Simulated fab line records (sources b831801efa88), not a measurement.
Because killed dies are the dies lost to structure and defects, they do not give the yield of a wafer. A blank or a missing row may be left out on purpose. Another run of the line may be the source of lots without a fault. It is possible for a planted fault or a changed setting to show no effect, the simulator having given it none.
fab line records + flow sky130
[record]
- lots = 13
- wafers = 39
- last-day = 50
route steps=708 shown CAP2M@619 METAL4@631 VIA4@656 METAL5@667 PAD_OPEN@708
lots untouched by any fault: they come from a run of this same line in which no faults occurred
start-h: hours from the record's first day to the start of the lot's first wafer shown + wait-h: how many hours have passed since the lot's step before this one + " identical to the entry in the row above + L1.1+2: a row that stands for several wafers + - value missing, or start not given + * or withheld: withheld + < > ~ a bound
route shown NAME@n: NAME is a module with steps in the file, n the number in the route of the first one + usual: mean/standard deviation taken from wafers without a fault + same: alike in all rows + chamber/n: place in a boat + sites: each site's reading + _std_site: the values' standard deviation + _edge_site: inner sites' mean taken away from outer sites' mean + radius-mm: how far each site lies from the wafer's centre + mask NAME#n: copy n + behind: the last tool/chamber to shape the wafer + hold: reason for holding the lot/hours on hold/outcome of the hold + device: transistor that didn't switch, given as n, p or np + end of line: the same wafers' tests at the end of the route + where a step has no rows: the recipe by itself + killed: dies lost to structure and defects at the first sort, not the wafer's yield + map: a wafer's dies, x killed, . not, _ none there
set.NAME: the setting as run; set.NAME@STEP: as run at that earlier step + model.NAME: the simulator's own value behind a step, which no gauge read
a sample of lots followed through the steps of the route, with each step as a table and each wafer as a row
services: the hour from which a tool's chamber was out of use, counted from the record's first day as start-h (under 0 if before that day), plus the number of hours and why
[[steps]]
[step SKY_CAP2M_CLEAN_16]
[recipe]
- chemistry = IPA
- time-s = 180
- temp-c = 25
| lot.wafer  | tool         | chamber | start-h | wait-h |
|------------|--------------|---------|---------|--------|
| L568.1+2+3 | wet-bench-03 | 1       | 955.63  | 0.0    |
| L569.3+4+5 | wet-bench-03 | 0       | 975.06  | 0.0    |
| L571.4+5+6 | wet-bench-04 | 0       | 983.30  | 0.0    |
| L572.1+2+4 | wet-bench-03 | 1       | 989.81  | 0.0    |
| L573.2+4+6 | wet-bench-03 | 0       | 999.17  | 0.0    |
| L574.1+3+4 | wet-bench-01 | 1       | 1000.08 | 0.0    |
| L575.2+5+6 | wet-bench-01 | 0       | 1010.61 | 0.0    |
| L579.1+3+6 | wet-bench-01 | 2       | 1036.65 | 0.0    |
| L582.1+3+4 | wet-bench-03 | 0       | 1057.02 | 0.0    |
| L587.2+3+5 | wet-bench-01 | 2       | 1080.75 | 0.0    |
| L588.1+2+6 | wet-bench-04 | 2       | 1086.79 | 0.0    |
| L589.1+2+3 | wet-bench-01 | 0       | 1092.13 | 0.0    |
| L590.3+4+5 | wet-bench-04 | 3       | 1096.67 | 0.1    |
[step SKY_METAL4_DESCUM_15]
[recipe]
- chemistry = O2
- source-power-w = 150
- bias-power-w = 0
- pressure-mtorr = 10
- temp-c = 40
- time-s = 8
[usual]
- drypump-motor-current-A = 5.4/0.43
- oes-product-au = 1.000/0.0087
| lot.wafer | tool         | chamber | start-h | wait-h | drypump-motor-current-A | oes-product-au | rf-hours-counter-h |
|-----------|--------------|---------|---------|--------|-------------------------|----------------|--------------------|
| L568.1    | rie-metal-04 | 1       | 980.42  | 0.0    | 4.9                     | 1.007          | 16                 |
| L568.2    | "            | 0       | "       | "      | 5.5                     | 1.005          | 21                 |
| L568.3    | "            | 0       | "       | "      | 5.5                     | 1.001          | -                  |
| L569.3    | rie-metal-02 | 1       | 998.48  | 0.0    | 5.3                     | 1.002          | -                  |
| L569.4    | "            | 0       | "       | "      | 6.4                     | 0.992          | -                  |
| L569.5    | "            | 1       | "       | "      | 5.3                     | 1.017          | -                  |
| L571.4    | rie-metal-02 | 0       | 1006.98 | 0.0    | 6.3                     | 0.974          | -                  |
| L571.5    | "            | 1       | "       | "      | 5.2                     | 1.005          | -                  |
| L571.6    | "            | 0       | "       | "      | 6.3                     | 0.986          | -                  |
| L572.1    | rie-metal-02 | 0       | 1013.12 | 0.0    | 6.3                     | 0.979          | 19                 |
| L572.2    | "            | 1       | "       | "      | 5.3                     | 1.009          | 9                  |
| L572.4    | "            | 0       | "       | "      | 6.3                     | 0.988          | -                  |
| L573.2    | rie-metal-04 | 0       | 1022.31 | 0.0    | 5.5                     | 0.999          | 23                 |
| L573.4    | "            | 0       | "       | "      | 5.5                     | 1.002          | -                  |
| L573.6    | "            | 0       | "       | "      | 5.6                     | 1.002          | -                  |
| L574.1    | rie-metal-02 | 1       | 1023.72 | 0.0    | 5.3                     | 1.004          | 9                  |
| L574.3    | "            | 0       | "       | "      | 6.3                     | 0.976          | -                  |
| L574.4    | "            | 1       | "       | "      | 5.3                     | 1.005          | -                  |
| L575.2    | rie-metal-02 | 1       | 1033.52 | 0.0    | 5.2                     | 1.008          | 10                 |
| L575.5    | "            | 1       | "       | "      | 5.3                     | 1.013          | -                  |
| L575.6    | "            | 0       | "       | "      | 6.3                     | 0.995          | -                  |
| L579.1    | rie-metal-01 | 1       | 1059.32 | 0.0    | 5.2                     | 1.002          | 21                 |
| L579.3    | "            | 1       | "       | "      | 5.2                     | 1.003          | -                  |
| L579.6    | "            | 1       | "       | "      | 5.2                     | 1.000          | -                  |
| L582.1    | rie-metal-02 | 1       | 1078.92 | 0.0    | 5.3                     | 0.995          | 13                 |
| L582.3    | "            | 1       | "       | "      | 5.3                     | 0.998          | -                  |
| L582.4    | "            | 1       | "       | "      | 5.3                     | 0.998          | -                  |
| L587.2    | rie-metal-01 | 0       | 1102.02 | 0.0    | 5.4                     | 1.012          | 19                 |
| L587.3    | "            | 1       | "       | "      | 5.2                     | 0.996          | -                  |
| L587.5    | "            | 0       | "       | "      | 5.4                     | 1.011          | -                  |
| L588.1    | rie-metal-02 | 0       | 1107.67 | 0.0    | 6.3                     | 0.998          | 2                  |
| L588.2    | "            | 1       | "       | "      | 5.3                     | 1.010          | 16                 |
| L588.6    | "            | 0       | "       | "      | 6.3                     | 1.010          | -                  |
| L589.1    | rie-metal-02 | 1       | 1113.11 | 0.0    | 5.3                     | 1.005          | 16                 |
| L589.2    | "            | 0       | "       | "      | 6.4                     | 0.998          | 2                  |
| L589.3    | "            | 0       | "       | "      | 6.3                     | 0.991          | -                  |
| L590.3    | rie-metal-04 | 0       | 1116.69 | 0.0    | 5.6                     | 0.986          | -                  |
| L590.4    | "            | 0       | "       | "      | 5.5                     | 0.994          | -                  |
| L590.5    | "            | 0       | "       | "      | 5.5                     | 1.008          | -                  |
[step SKY_VIA4_SPUTTER_17]
[recipe]
- material = TiN
- target-thk-nm = 20
- chamber-pressure-pa = 5
- power-w = 4000
- time-s = 80
[usual]
- throttle-valve-pct = 30.2/0.97
| lot.wafer | tool           | chamber | start-h | wait-h | throttle-valve-pct |
|-----------|----------------|---------|---------|--------|--------------------|
| L568.1    | pvd-sputter-01 | -       | 1006.05 | 0.0    | 30.1               |
| L568.2    | "              | -       | "       | "      | 29.2               |
| L568.3    | "              | -       | "       | "      | 32.4               |
| L569.3    | pvd-sputter-04 | -       | 1023.67 | 0.0    | 29.3               |
| L569.4    | "              | -       | "       | "      | 30.1               |
| L569.5    | "              | -       | "       | "      | 31.7               |
| L571.4    | pvd-sputter-01 | -       | 1032.21 | 0.0    | 29.9               |
| L571.5    | "              | -       | "       | "      | 30.6               |
| L571.6    | "              | -       | "       | "      | 29.2               |
| L572.1    | pvd-sputter-01 | -       | 1038.18 | 0.0    | 30.7               |
| L572.2    | "              | -       | "       | "      | 29.3               |
| L572.4    | "              | -       | "       | "      | 30.9               |
| L573.2    | pvd-sputter-03 | -       | 1047.63 | 0.0    | 29.4               |
| L573.4    | "              | -       | "       | "      | 28.6               |
| L573.6    | "              | -       | "       | "      | 29.1               |
| L574.1    | pvd-sputter-04 | -       | 1048.29 | 0.0    | 29.5               |
| L574.3    | "              | -       | "       | "      | 30.0               |
| L574.4    | "              | -       | "       | "      | 31.4               |
| L575.2    | pvd-sputter-04 | -       | 1058.27 | 0.0    | 30.6               |
| L575.5    | "              | -       | "       | "      | 30.2               |
| L575.6    | "              | -       | "       | "      | 29.1               |
| L579.1    | pvd-sputter-01 | -       | 1082.70 | 0.0    | 29.9               |
| L579.3    | "              | -       | "       | "      | 29.5               |
| L579.6    | "              | -       | "       | "      | 31.0               |
| L582.1    | pvd-sputter-03 | -       | 1101.85 | 0.0    | 29.4               |
| L582.3    | "              | -       | "       | "      | 28.5               |
| L582.4    | "              | -       | "       | "      | 30.3               |
| L587.2    | pvd-sputter-03 | -       | 1124.29 | 0.0    | 29.9               |
| L587.3    | "              | -       | "       | "      | 29.4               |
| L587.5    | "              | -       | "       | "      | 28.3               |
| L588.1    | pvd-sputter-04 | -       | 1129.67 | 0.0    | 31.4               |
| L588.2    | "              | -       | "       | "      | 30.7               |
| L588.6    | "              | -       | "       | "      | 30.0               |
| L589.1    | pvd-sputter-03 | -       | 1134.96 | 0.0    | 29.6               |
| L589.2    | "              | -       | "       | "      | 29.4               |
| L589.3    | "              | -       | "       | "      | 28.8               |
| L590.3    | pvd-sputter-01 | -       | 1137.96 | 0.0    | 30.9               |
| L590.4    | "              | -       | "       | "      | 30.1               |
| L590.5    | "              | -       | "       | "      | 30.9               |
[step SKY_METAL5_THK_MEAS_06]
[recipe]
- thk-meas-gauge = xrf
- reads = AlCu_of_METAL5_SPUTTER_02
[usual]
- METAL5_ALCU_THK = 1149/14
| lot.wafer | tool          | chamber | start-h | wait-h | METAL5_ALCU_THK[nm] |
|-----------|---------------|---------|---------|--------|---------------------|
| L568.1    | film-metro-01 | -       | 1007.06 | 0.1    | 1159                |
| L568.2    | "             | -       | "       | "      | 1159                |
| L568.3    | "             | -       | "       | "      | 1160                |
| L569.3    | film-metro-01 | -       | 1024.67 | 0.1    | 1186                |
| L569.4    | "             | -       | "       | "      | 1169                |
| L569.5    | "             | -       | "       | "      | 1179                |
| L571.4    | film-metro-03 | -       | 1033.28 | 0.1    | 1149                |
| L571.5    | "             | -       | "       | "      | 1143                |
| L571.6    | "             | -       | "       | "      | 1148                |
| L572.1    | film-metro-01 | -       | 1039.16 | 0.1    | 1151                |
| L572.2    | "             | -       | "       | "      | 1135                |
| L572.4    | "             | -       | "       | "      | 1158                |
| L573.2    | film-metro-01 | -       | 1048.62 | 0.1    | 1126                |
| L573.4    | "             | -       | "       | "      | 1136                |
| L573.6    | "             | -       | "       | "      | 1134                |
| L574.1    | film-metro-03 | -       | 1049.27 | 0.1    | 1156                |
| L574.3    | "             | -       | "       | "      | 1149                |
| L574.4    | "             | -       | "       | "      | 1151                |
| L575.2    | film-metro-01 | -       | 1059.31 | 0.1    | 1158                |
| L575.5    | "             | -       | "       | "      | 1162                |
| L575.6    | "             | -       | "       | "      | 1159                |
| L579.1    | film-metro-03 | -       | 1083.68 | 0.1    | 1136                |
| L579.3    | "             | -       | "       | "      | 1161                |
| L579.6    | "             | -       | "       | "      | 1135                |
| L582.1    | film-metro-03 | -       | 1102.83 | 0.1    | 1150                |
| L582.3    | "             | -       | "       | "      | 1150                |
| L582.4    | "             | -       | "       | "      | 1162                |
| L587.2    | film-metro-03 | -       | 1125.28 | 0.1    | 1161                |
| L587.3    | "             | -       | "       | "      | 1164                |
| L587.5    | "             | -       | "       | "      | 1168                |
| L588.1    | film-metro-03 | -       | 1130.65 | 0.1    | 1164                |
| L588.2    | "             | -       | "       | "      | 1149                |
| L588.6    | "             | -       | "       | "      | 1158                |
| L589.1    | film-metro-02 | -       | 1135.94 | 0.1    | 1163                |
| L589.2    | "             | -       | "       | "      | 1153                |
| L589.3    | "             | -       | "       | "      | 1157                |
| L590.3    | film-metro-03 | -       | 1138.96 | 0.1    | 1156                |
| L590.4    | "             | -       | "       | "      | 1162                |
| L590.5    | "             | -       | "       | "      | 1144                |
[step SKY_PAD_OPEN_PROBE_99]
[usual]
- defect-limited-yield = 82.5/1.9
- killed_at_M0_to_M3 = 42/7.2
- killed_at_M4_up = 3.5/1.8
- killed-at-contacts = 25/5.7
- killed-at-front-end = 16/4.6
- killed-at-other = 0.2/0.41
- killed-dies = 86/9.3
- killed-open = 47/6.3
- killed-short = 39/5.9
[same]
- gross-dies = 492
- killed-at-back-side = 0
| lot.wafer | tool      | chamber | start-h | wait-h | defect-limited-yield[%] | killed_at_M0_to_M3 | killed_at_M4_up | killed-at-contacts | killed-at-front-end | killed-at-other | killed-dies | killed-open | killed-short |
|-----------|-----------|---------|---------|--------|-------------------------|--------------------|-----------------|--------------------|---------------------|-----------------|-------------|-------------|--------------|
| L569.3    | prober-01 | -       | 1093.00 | 0.2    | 82.7                    | 47                 | 5               | 17                 | 16                  | 0               | 85          | 46          | 39           |
| L569.4    | prober-01 | -       | 1093.05 | 0.2    | 80.3                    | 62                 | 4               | 23                 | 7                   | 1               | 97          | 55          | 42           |
| L569.5    | prober-01 | -       | 1093.10 | 0.2    | 81.7                    | 38                 | 6               | 26                 | 20                  | 0               | 90          | 48          | 42           |
| L572.1    | prober-01 | -       | 1106.15 | 0.1    | 83.1                    | 42                 | 3               | 25                 | 13                  | 0               | 83          | 40          | 43           |
| L572.2    | prober-01 | -       | 1106.20 | 0.1    | 80.7                    | 47                 | 6               | 21                 | 21                  | 0               | 95          | 45          | 50           |
| L572.4    | prober-01 | -       | 1106.30 | 0.2    | 85.2                    | 30                 | 2               | 20                 | 19                  | 2               | 73          | 45          | 28           |
| L582.1    | prober-01 | -       | 1163.98 | 0.1    | 76.0                    | 41                 | 4               | 25                 | 3                   | 45              | 118         | 38          | 35           |
| L582.3    | prober-01 | -       | 1164.08 | 0.2    | 72.6                    | 51                 | 5               | 19                 | 12                  | 48              | 135         | 47          | 41           |
| L582.4    | prober-01 | -       | 1164.13 | 0.2    | 75.2                    | 38                 | 3               | 28                 | 14                  | 39              | 122         | 39          | 44           |
// killed by level:class
L569.3 VIA1:geometric-particle:open=17 METAL1:geometric-particle:short=6 VIA3:geometric-particle:open=6 LI_CONTACT:geometric-particle:open=5 VIA3:geometric-particle:short=5 FIELD_ISO:geometric-particle:short=4 CONTACT:geometric-particle:short=4 VIA1:geometric-particle:short=4
L569.4 LI_CONTACT:geometric-particle:open=12 VIA3:geometric-particle:open=12 VIA1:geometric-particle:open=11 METAL1:geometric-particle:short=9 VIA1:geometric-particle:short=9 VIA2:geometric-particle:open=7 METAL2:geometric-particle:short=6 CONTACT:geometric-particle:open=5
L569.5 CONTACT:geometric-particle:open=12 VIA1:geometric-particle:open=7 METAL2:geometric-particle:short=7 VIA3:geometric-particle:open=6 SPACER:geometric-particle:short=6 CONTACT:geometric-particle:short=6 VIA2:geometric-particle:open=6 METAL1:geometric-particle:short=5
L572.1 VIA2:geometric-particle:open=13 LOCAL_INTERCONNECT:geometric-particle:short=7 METAL1:geometric-particle:short=6 VIA2:geometric-particle:short=6 LI_CONTACT:geometric-particle:open=5 CONTACT:geometric-particle:open=5 VIA3:geometric-particle:open=5 LI_CONTACT:geometric-particle:short=4
L572.2 VIA1:geometric-particle:open=11 VIA2:geometric-particle:open=8 CONTACT:geometric-particle:open=7 POLY_GATE:geometric-particle:short=6 FIELD_ISO:geometric-particle:short=5 METAL1:geometric-particle:short=5 LOCAL_INTERCONNECT:geometric-particle:short=5 VIA3:geometric-particle:open=5
L572.4 VIA1:geometric-particle:open=10 CONTACT:geometric-particle:open=10 METAL1:geometric-particle:short=7 VIA3:geometric-particle:open=5 FIELD_ISO:geometric-particle:open=4 POLY_GATE:geometric-particle:open=4 LOCAL_INTERCONNECT:geometric-particle:short=4 CONTACT:geometric-particle:short=3
L582.1 CAP2M:unspecified=45 CONTACT:geometric-particle:open=11 VIA1:geometric-particle:open=8 METAL2:geometric-particle:short=7 VIA3:geometric-particle:open=6 CONTACT:geometric-particle:short=5 METAL1:geometric-particle:short=5 VIA2:geometric-particle:short=5
L582.3 CAP2M:unspecified=47 VIA1:geometric-particle:open=14 METAL2:geometric-particle:short=8 VIA2:geometric-particle:open=7 CONTACT:geometric-particle:open=6 VIA1:geometric-particle:short=6 LI_CONTACT:geometric-particle:open=5 METAL1:geometric-particle:short=5
L582.4 CAP2M:unspecified=39 LI_CONTACT:geometric-particle:open=8 LOCAL_INTERCONNECT:geometric-particle:short=8 VIA3:geometric-particle:open=7 CONTACT:geometric-particle:open=6 VIA1:geometric-particle:open=6 METAL3:geometric-particle:short=5 VIA2:geometric-particle:short=5
[[services]]
| tool           | chamber | start-h | hours | kind                   |
|----------------|---------|---------|-------|------------------------|
| rie-metal-04   | -       | 937.24  | 2.8   | pm                     |
| pvd-sputter-03 | -       | 967.76  | 2.9   | repair                 |
| pvd-sputter-01 | -       | 981.76  | 1.7   | repair                 |
| pvd-sputter-04 | -       | 1011.22 | 2.6   | repair                 |
| pvd-sputter-03 | -       | 1016.37 | 3.0   | repair                 |
| pvd-sputter-01 | 1       | 1024.53 | -     | consumable-replace:kit |
| pvd-sputter-01 | 1       | 1024.53 | 18.0  | scheduled-down         |
| pvd-sputter-01 | 1       | 1024.53 | 18.0  | vent-cycle             |
| rie-metal-01   | 0       | 1033.46 | 1.9   | repair                 |
| rie-metal-01   | 0       | 1042.65 | 16.9  | repair                 |
| rie-metal-01   | 1       | 1048.55 | 8.3   | repair                 |
| wet-bench-01   | -       | 1049.82 | 1.5   | repair                 |
| pvd-sputter-04 | -       | 1052.56 | 0.5   | repair                 |
| rie-metal-02   | 0       | 1060.12 | -     | clean                  |
| rie-metal-02   | 0       | 1060.12 | 25.4  | scheduled-down         |
| rie-metal-02   | 0       | 1060.12 | 25.4  | vent-cycle             |
| rie-metal-01   | -       | 1068.86 | 2.8   | pm                     |
| pvd-sputter-04 | 0       | 1082.84 | -     | consumable-replace:kit |
| pvd-sputter-04 | 0       | 1082.84 | 18.0  | scheduled-down         |
| pvd-sputter-04 | 0       | 1082.84 | 18.0  | vent-cycle             |
| pvd-sputter-03 | 1       | 1083.67 | -     | consumable-replace:kit |
| wet-bench-03   | -       | 1093.88 | 4.4   | pm                     |
| pvd-sputter-03 | -       | 1107.75 | 6.8   | repair                 |
| pvd-sputter-03 | -       | 1130.27 | 2.9   | repair                 |
[[key]]
[first-sign]
- step = SKY_PAD_OPEN_PROBE_99
- reading = killed-at-other
- direction = up
- sigmas = 44
- usual = 0.2
- struck = 44
[effect]
- step = SKY_PAD_OPEN_PROBE_99
- reading = killed-dies
- direction = up
- sigmas = 4.2
- usual = 86
- struck = 125
met-at SKY_CAP2M_CLEAN_16
struck-lots L582
struck-wafers L582.1,L582.3,L582.4
not-acting-at SKY_METAL4_DESCUM_15,SKY_VIA4_SPUTTER_17,SKY_METAL5_THK_MEAS_06
onset-between 999.17 1057.02
[fault]
- kind = chamber-particle-source
- tool = wet-bench-03
- chamber = 0
- onset-h = 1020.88
- steps = SKY_CAP2M_CLEAN_16
- rate-per-visit-cm2 = 0.83481
- end-h = 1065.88
